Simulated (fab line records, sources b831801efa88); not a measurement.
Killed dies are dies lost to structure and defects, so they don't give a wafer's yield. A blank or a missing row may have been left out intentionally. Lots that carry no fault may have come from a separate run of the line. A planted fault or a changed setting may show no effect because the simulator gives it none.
fab line records | flow sky130
record: lots: 6 wafers: 18 last-day: 50
route steps=708 shown LI_CONTACT@371 LOCAL_INTERCONNECT@387 PAD_OPEN@708
lots with no fault: from the same line, run without faults
start-h: hours from the record's opening day to when the first of the lot's shown wafers began | wait-h: time in hours since the lot's previous step | " unchanged from the row above | L1.1+2: a single row standing in for several wafers | - no value, or no start was given | * or withheld: withheld | < > ~ a bound
route shown NAME@n: names a module that has steps shown in the file, with the first one's number in the route | usual: mean and standard deviation over wafers with no fault | same: alike in all rows | chamber/n: place in a boat | sites: readings site by site | _std_site: standard deviation of those values | _edge_site: mean of outer sites minus mean of inner sites | radius-mm: for every site, how far away it sits from the centre of the wafer | mask NAME#n: copy n | behind: the tool/chamber that last shaped the wafer | hold: why the lot went on hold/how many hours it stayed there/how the hold came to an end | device: the n, p or np transistor that did not switch | end of line: at the end of the route, the tests of the same wafers | a step with no rows: only its recipe | killed: the dies lost at the first sort to structure and to defects; this is not the yield of the wafer | map: per-die view of a wafer (x killed, . not killed, _ where there is no die)
set.NAME: the setting that was run; set.NAME@STEP: the one run at that earlier step | model.NAME: the simulator's own value behind a step, which no gauge read
lots seen at some steps along the route; tables by step, rows by wafer
services: the hour from which a tool's chamber was out of use, counted from the record's first day as start-h (under 0 if before that day), plus the number of hours and why
== steps ==
step: SKY_LI_CONTACT_EXPOSE_09
recipe: mask-id: LICM1 na: 0.8 source-shape: annular sigma-inner: 0.55 sigma-outer: 0.85 target-cd-nm: 170 dose-mj: 38
step: SKY_LI_CONTACT_PEB_10
recipe: peb-temp-c: withheld peb-time-s: withheld resist: KrF-thick
step: SKY_LI_CONTACT_DEVELOP_11
recipe: develop-time-s: 60 resist: KrF-thick dev-temp-c: 21
step: SKY_LI_CONTACT_CD_MEAS_12
recipe: target-cd-nm: 170
usual: cd-nm: 169.6/1.4
columns lot.wafer tool chamber start-h wait-h cd-nm
L600.1 cd-sem-02 - 723.45 - 170.9
L600.3 " - " " 168.8
L600.6 " - " " 169.9
L603.2 cd-sem-02 - 742.22 - 170.5
L603.4 " - " " 170.9
L603.6 " - " " 169.6
L604.2 cd-sem-01 - 743.67 - 169.6
L604.3 " - " " 169.5
L604.4 " - " " 169.7
L612.1 cd-sem-02 - 830.33 - 168.3
L612.3 " - " " 169.6
L612.6 " - " " 168.6
L615.1 cd-sem-01 - 833.73 - 170.0
L615.4 " - " " 166.3
L615.6 " - " " 170.0
L618.3 cd-sem-01 - 852.13 - 166.5
L618.5 " - " " 164.1
L618.6 " - " " 165.0
step: SKY_LI_CONTACT_OVL_MEAS_13
usual: LI_CONTACT_OVL: -2/5.6
columns lot.wafer tool chamber start-h wait-h LI_CONTACT_OVL[nm]
L600.1 overlay-01 - 723.57 0.1 -2
L600.3 " - " " -8
L600.6 " - " " -2
L603.2 overlay-01 - 742.32 0.1 0
L603.4 " - " " 0
L603.6 " - " " -1
L604.2 overlay-02 - 743.77 0.1 -1
L604.3 " - " " -2
L604.4 " - " " -7
L612.1 overlay-01 - 830.45 0.1 1
L612.3 " - " " -1
L612.6 " - " " 0
L615.1 overlay-02 - 833.85 0.1 -2
L615.4 " - " " 1
L615.6 " - " " 0
L618.3 overlay-01 - 852.22 0.1 -4
L618.5 " - " " -5
L618.6 " - " " -8
step: SKY_LI_CONTACT_ETCH_14
recipe: chemistry: N2/H2 target: BARC ion-energy-ev: 200 source-w: 500 bias-w: 100 pressure-mtorr: 30 n2-flow-sccm: 100 h2-flow-sccm: 200 stop-on: SiO2 time-s: 45.9 target-depth-a: 600
usual: bias-w: 100.00/0.29 drypump-motor-current-A: 5.84/0.29 oes-product-au: 0.855/0.0045 throttle-valve-pct: 13.226/0.0089
columns lot.wafer tool chamber start-h wait-h bias-w drypump-motor-current-A oes-product-au rf-hours-counter-h throttle-valve-pct
L600.1 rie-diel-04 3 723.60 0.0 99.35 5.63 0.859 4 13.216
L600.3 " 1 " " 100.53 6.15 0.856 1 13.199
L600.6 " 3 " " 99.71 5.62 0.857 - 13.227
L603.2 rie-diel-01 1 742.35 0.0 99.66 6.19 0.857 9 13.230
L603.4 " 0 " " 100.00 5.60 0.859 8 13.232
L603.6 " 0 " " 99.87 5.60 0.860 - 13.225
L604.2 rie-diel-01 1 743.80 0.0 100.20 6.23 0.862 9 13.225
L604.3 " 3 " " 100.23 5.99 0.859 15 13.221
L604.4 " 2 " " 99.04 5.89 0.850 6 13.222
L612.1 rie-diel-01 0 830.49 0.0 99.50 5.60 0.851 10 13.240
L612.3 " 3 " " 99.66 5.99 0.860 17 13.226
L612.6 " 3 " " 100.28 6.05 0.860 - 13.222
L615.1 rie-diel-04 3 833.89 0.0 100.15 5.62 0.858 7 13.225
L615.4 " 1 " " 100.47 6.19 0.858 3 13.212
L615.6 " 0 " " 99.69 6.13 0.847 - 13.237
L618.3 rie-diel-01 0 852.24 0.0 99.89 5.61 0.850 11 13.224
L618.5 " 0 " " 100.24 5.61 0.855 - 13.233
L618.6 " 3 " " 100.07 6.04 0.859 - 13.235
step: SKY_LI_CONTACT_ETCH_15
recipe: target: PSG chemistry: C4F8/O2/Ar stop-on: Si taper-deg: 4.15 mask-material: KrF-thick source-w: 1500 bias-w: 1200 pressure-mtorr: 40 c4f8-flow-sccm: withheld O2_flow_sccm: 6 Ar_flow_sccm: 300 time-s: withheld target-depth-a: 6000
usual: bias-w: 1200/4.1 oes-product-au: 0.836/0.0047
columns lot.wafer tool chamber start-h wait-h bias-w oes-product-au
L600.1 rie-diel-04 3 723.64 0.0 1197 0.835
L600.3 " 1 " " 1199 0.838
L600.6 " 3 " " 1201 0.845
L603.2 rie-diel-01 1 742.39 0.0 1203 0.836
L603.4 " 0 " " 1200 0.837
L603.6 " 0 " " 1201 0.841
L604.2 rie-diel-01 1 743.84 0.0 1197 0.840
L604.3 " 3 " " 1204 0.839
L604.4 " 2 " " 1201 0.836
L612.1 rie-diel-01 0 830.53 0.0 1195 0.831
L612.3 " 3 " " 1199 0.838
L612.6 " 3 " " 1199 0.845
L615.1 rie-diel-04 3 833.93 0.0 1202 0.824
L615.4 " 1 " " 1200 0.838
L615.6 " 0 " " 1203 0.838
L618.3 rie-diel-01 0 852.29 0.0 1197 0.834
L618.5 " 0 " " 1196 0.838
L618.6 " 3 " " 1202 0.832
step: SKY_LI_CONTACT_STRIP_16
recipe: chemistry: O2/N2 power-w: 1400 pressure-mtorr: 1500 platen-temp-c: withheld o2-flow-sccm: 3000 n2-flow-sccm: 300 overash-fraction: 0.5
step: SKY_LI_CONTACT_CLEAN_17
recipe: chemistry: NMP time-s: 600 temp-c: 60 dry: n2-spin
step: SKY_LI_CONTACT_PRE_CLEAN_18
recipe: gas: Ar time-s: 5.6 bias-v: 358
step: SKY_LI_CONTACT_SPUTTER_19
recipe: material: Ti target-thk-nm: 20 chamber-pressure-pa: 5 power-w: 2500 substrate-temp-c: 200 time-s: 106.37
usual: throttle-valve-pct: 30.3/0.65
columns lot.wafer tool chamber start-h wait-h throttle-valve-pct
L600.1 pvd-sputter-04 - 724.02 0.0 31.1
L600.3 " - " " 30.9
L600.6 " - " " 30.9
L603.2 pvd-sputter-03 - 742.77 0.0 30.3
L603.4 " - " " 29.9
L603.6 " - " " 29.6
L604.2 pvd-sputter-03 - 744.22 0.0 29.9
L604.3 " - " " 30.6
L604.4 " - " " 30.6
L612.1 pvd-sputter-03 - 830.93 0.0 30.4
L612.3 " - " " 30.4
L612.6 " - " " 30.4
L615.1 pvd-sputter-03 - 834.31 0.0 30.4
L615.4 " - " " 29.7
L615.6 " - " " 30.4
L618.3 pvd-sputter-01 - 852.67 0.0 30.5
L618.5 " - " " 29.6
L618.6 " - " " 30.7
step: SKY_LI_CONTACT_SPUTTER_20
recipe: material: TiN target-thk-nm: 20 chamber-pressure-pa: 5 power-w: 4000 time-s: 80
usual: throttle-valve-pct: 30.3/0.65
columns lot.wafer tool chamber start-h wait-h throttle-valve-pct
L600.1 pvd-sputter-04 - 724.10 0.0 30.8
L600.3 " - " " 31.1
L600.6 " - " " 30.9
L603.2 pvd-sputter-03 - 742.85 0.0 30.5
L603.4 " - " " 29.9
L603.6 " - " " 29.8
L604.2 pvd-sputter-03 - 744.30 0.0 30.1
L604.3 " - " " 30.3
L604.4 " - " " 30.5
L612.1 pvd-sputter-03 - 831.00 0.0 30.4
L612.3 " - " " 30.6
L612.6 " - " " 30.6
L615.1 pvd-sputter-03 - 834.39 0.0 30.5
L615.4 " - " " 29.9
L615.6 " - " " 30.6
L618.3 pvd-sputter-01 - 852.75 0.0 30.5
L618.5 " - " " 30.0
L618.6 " - " " 30.3
step: SKY_LI_CONTACT_CVD_21
recipe: material: W target-thk-nm: 400 time-s: 120.56 temp-c: 400 pressure-torr: 40
usual: heater-power-w: 880/39 susceptor-temp-C: 399.98/0.26
columns lot.wafer tool chamber start-h wait-h heater-power-w susceptor-temp-C model.W_of_LI_CONTACT_CVD_21.thk-nm
L600.1 cvd-w-01 0 724.16 0.0 922 400.00 395.5
L600.3 " 0 " " 903 399.95 395.4
L600.6 " 0 " " 937 400.19 397.1
L603.2 cvd-w-02 0 742.91 0.0 797 400.14 387.5
L603.4 " 1 " " 868 400.18 404.3
L603.6 " 1 " " 856 399.97 402.5
L604.2 cvd-w-02 0 744.36 0.0 825 399.85 390.9
L604.3 " 1 " " 894 399.76 407.6
L604.4 " 0 " " 839 399.71 388.9
L612.1 cvd-w-02 0 831.07 0.0 821 405.84 447.1
L612.3 " 0 " " 861 406.11 450.8
L612.6 " 1 " " 902 399.86 412.3
L615.1 cvd-w-02 1 834.45 0.0 922 400.15 409
L615.4 " 1 " " 896 400.03 405.7
L615.6 " 0 " " 851 406.10 441.4
L618.3 cvd-w-01 1 852.86 0.1 867 400.02 401.3
L618.5 " 1 " " 859 399.98 401.5
L618.6 " 0 " " 913 399.70 399
step: SKY_LI_CONTACT_RS_MEAS_22
recipe: thk-meas-gauge: four-point-probe reads: W_of_LI_CONTACT_CVD_21+TiN_of_LI_CONTACT_SPUTTER_20+Ti_of_LI_CONTACT_SPUTTER_19
usual: LI_CONTACT_W_RS: 0.285/0.004
columns lot.wafer tool chamber start-h wait-h LI_CONTACT_W_RS[ohm/sq]
L600.1 film-metro-01 - 724.29 0.1 0.287
L600.3 " - " " 0.287
L600.6 " - " " 0.286
L603.2 film-metro-02 - 743.06 0.1 0.293
L603.4 " - " " 0.281
L603.6 " - " " 0.282
L604.2 film-metro-01 - 744.51 0.1 0.291
L604.3 " - " " 0.279
L604.4 " - " " 0.292
L612.1 film-metro-01 - 831.19 0.1 0.254
L612.3 " - " " 0.252
L612.6 " - " " 0.275
L615.1 film-metro-04 - 834.57 0.1 0.279
L615.4 " - " " 0.280
L615.6 " - " " 0.258
L618.3 film-metro-02 - 852.99 0.1 0.283
L618.5 " - " " 0.283
L618.6 " - " " 0.285
step: SKY_LI_CONTACT_THK_MEAS_23
recipe: thk-meas-gauge: xrf reads: W_of_LI_CONTACT_CVD_21
usual: LI_CONTACT_W_THK: 395/7.2
columns lot.wafer tool chamber start-h wait-h LI_CONTACT_W_THK[nm]
L600.1 film-metro-01 - 724.41 0.1 384
L600.3 " - " " 387
L600.6 " - " " 387
L603.2 film-metro-02 - 743.17 0.1 387
L603.4 " - " " 408
L603.6 " - " " 402
L604.2 film-metro-01 - 744.62 0.1 377
L604.3 " - " " 391
L604.4 " - " " 372
L612.1 film-metro-01 - 831.31 0.1 433
L612.3 " - " " 433
L612.6 " - " " 400
L615.1 film-metro-04 - 834.69 0.1 409
L615.4 " - " " 406
L615.6 " - " " 440
L618.3 film-metro-02 - 853.09 0.1 399
L618.5 " - " " 401
L618.6 " - " " 392
step: SKY_LI_CONTACT_CMP_24
recipe: stop-on: PSG t-overpolish-s: 20 down-force-psi: 3.5 platen-rpm: 60 target-thk-nm: 0 pad-velocity-m-s: 0.94248
usual: motor-current-A: 10.5/0.87 slurry-filter-dp-kPa: 13.49/0.13 time-to-endpoint-s: 96/4.2
columns lot.wafer tool chamber start-h wait-h motor-current-A slurry-filter-dp-kPa time-to-endpoint-s
L600.1 cmp-02 0 724.52 0.1 9.8 13.42 97
L600.3 " 2 " " 8.5 13.57 95
L600.6 " 0 " " 10.3 13.58 99
L603.4 cmp-01 1 743.27 0.1 10.1 13.66 95
L603.2 " 2 " " 11.1 13.50 87
L603.6 " 1 " " 10.1 13.27 95
L604.2 cmp-01 2 744.69 0.1 11.6 13.80 88
L604.3 " 3 " " 11.7 13.43 96
L604.4 " 0 " " 11.4 13.44 93
L612.3 cmp-02 1 831.47 0.1 10.5 13.49 106
L612.1 " 2 " " 8.9 13.48 107
L612.6 " 3 " " 11.1 13.66 104
L615.4 cmp-02 1 834.80 0.1 10.4 13.65 97
L615.1 " 2 " " 9.0 13.54 97
L615.6 " 0 " " 10.2 13.39 113
L618.3 cmp-02 0 853.13 0.0 10.0 13.64 99
L618.6 " 0 " " 10.1 13.58 95
L618.5 " 1 " " 10.3 13.46 97
step: SKY_LOCAL_INTERCONNECT_SPUTTER_00
recipe: material: TiN target-thk-nm: 100 temp-c: 300 power-w: 6500 time-s: 83.3 chamber-pressure-pa: 0.4
usual: susceptor-temp-C: 300.02/0.21 throttle-valve-pct: 29.6/0.67
columns lot.wafer tool chamber start-h wait-h susceptor-temp-C throttle-valve-pct
L600.1 pvd-sputter-02 - 724.77 0.2 300.05 29.0
L600.3 " - " " 299.94 29.1
L600.6 " - " " 300.12 29.0
L603.2 pvd-sputter-03 - 743.52 0.1 300.02 30.4
L603.4 " - " " 299.59 29.2
L603.6 " - " " 299.64 29.1
L604.2 pvd-sputter-03 - 744.99 0.2 300.45 30.7
L604.3 " - " " 299.83 29.8
L604.4 " - " " 300.22 29.3
L612.1 pvd-sputter-02 - 831.67 0.1 300.09 29.0
L612.3 " - " " 299.89 29.0
L612.6 " - " " 299.88 29.0
L615.1 pvd-sputter-02 - 835.05 0.1 300.20 29.1
L615.4 " - " " 300.19 29.2
L615.6 " - " " 300.13 28.8
L618.3 pvd-sputter-03 - 853.43 0.2 299.95 29.9
L618.5 " - " " 300.41 30.7
L618.6 " - " " 300.20 30.6
step: SKY_PAD_OPEN_PROBE_99
usual: killed_at_M0_to_M3: 44/6.9 killed_at_M4_up: 3.3/1.8 killed-at-contacts: 24/5 killed-at-front-end: 16/4.6 killed-at-other: 0.2/0.42 killed-dies: 88/9.2 killed-open: 48/7.3 killed-short: 40/6.5
same: gross-dies: 492 killed-at-back-side: 0
columns lot.wafer tool chamber start-h wait-h killed_at_M0_to_M3 killed_at_M4_up killed-at-contacts killed-at-front-end killed-at-other killed-dies killed-open killed-short
L600.1 prober-01 - 1111.10 0.1 50 2 32 16 1 101 50 51
L600.3 prober-01 - 1111.20 0.2 46 4 23 13 0 86 41 45
L600.6 prober-01 - 1111.35 0.2 44 4 20 14 0 82 46 36
killed by level:class
L600.1 LI_CONTACT:geometric-particle:open=13 VIA1:geometric-particle:open=10 CONTACT:geometric-particle:open=7 VIA2:geometric-particle:open=7 POLY_GATE:geometric-particle:short=6 CONTACT:geometric-particle:short=6 METAL1:geometric-particle:short=6 VIA3:geometric-particle:short=6
L600.3 VIA1:geometric-particle:open=9 VIA2:geometric-particle:open=8 VIA3:geometric-particle:open=8 CONTACT:geometric-particle:short=7 LI_CONTACT:geometric-particle:open=6 LI_CONTACT:geometric-particle:short=5 VIA3:geometric-particle:short=5 POLY_GATE:geometric-particle:short=4
L600.6 VIA1:geometric-particle:open=11 VIA2:geometric-particle:open=6 LI_CONTACT:geometric-particle:open=6 METAL2:geometric-particle:short=6 VIA3:geometric-particle:open=6 METAL1:geometric-particle:short=5 CONTACT:geometric-particle:open=5 CONTACT:geometric-particle:short=4
== services ==
columns tool chamber start-h hours kind
pvd-sputter-03 2 707.06 - consumable-replace:kit
pvd-sputter-03 2 707.06 18.0 scheduled-down
pvd-sputter-03 2 707.06 18.0 vent-cycle
pvd-sputter-01 - 718.27 99.2 repair
cvd-w-01 - 735.42 2.8 pm
pvd-sputter-04 - 737.39 2.1 repair
cmp-02 - 744.23 4.0 pm
cvd-w-01 - 746.37 1.7 repair
cmp-02 - 748.23 - consumable-replace:conditioner
cmp-02 - 748.23 - consumable-replace:pad
rie-diel-04 2 754.90 6.5 repair
cmp-01 - 758.72 0.5 repair
cvd-w-01 - 780.59 0.9 repair
cmp-01 - 782.97 0.9 repair
rie-diel-04 0 785.82 - clean
rie-diel-04 0 785.82 22.2 scheduled-down
rie-diel-04 0 785.82 22.2 vent-cycle
pvd-sputter-04 - 799.44 1.1 repair
rie-diel-04 - 807.14 4.0 pm
pvd-sputter-02 - 808.58 2.4 repair
pvd-sputter-04 - 820.51 9.1 repair
rie-diel-01 2 822.98 55.5 repair
cvd-w-01 1 828.44 9.1 repair
pvd-sputter-02 - 847.72 1.0 repair
== key ==
first-sign: step: SKY_LI_CONTACT_CVD_21 reading: susceptor-temp-C direction: up sigmas: 24 usual: * struck: *
effect: step: SKY_LI_CONTACT_RS_MEAS_22 reading: LI_CONTACT_W_RS direction: down sigmas: 7.4 usual: 0.285 struck: 0.255
effect: step: SKY_LI_CONTACT_THK_MEAS_23 reading: LI_CONTACT_W_THK direction: up sigmas: 5.7 usual: 395 struck: 435
effect: step: SKY_LI_CONTACT_CMP_24 reading: time-to-endpoint-s direction: up sigmas: 3.1 usual: * struck: *
model-effect: step: SKY_LI_CONTACT_CVD_21 value: W_of_LI_CONTACT_CVD_21.thk-nm without: 398.4 struck: 446.4
met-at SKY_LI_CONTACT_CVD_21
struck-wafers L612.1,L612.3,L615.6
tester-left-out L612,L615
onset-between 744.36 831.07
fault: kind: process-parameter-drift tool: cvd-w-02 chamber: 0 onset-h: 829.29 steps: SKY_LI_CONTACT_CVD_21 channel: temp-c offset: * shape: step end-h: 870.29 acts-in: * stated: *
tester-left-out: of these lots the tester's yield and bins aren't shown, on N5 and GAA mostly nor the transistor test; their killed dies are dies lost to structure and defects alone, not to doping, threshold or leakage, so they don't give the yield
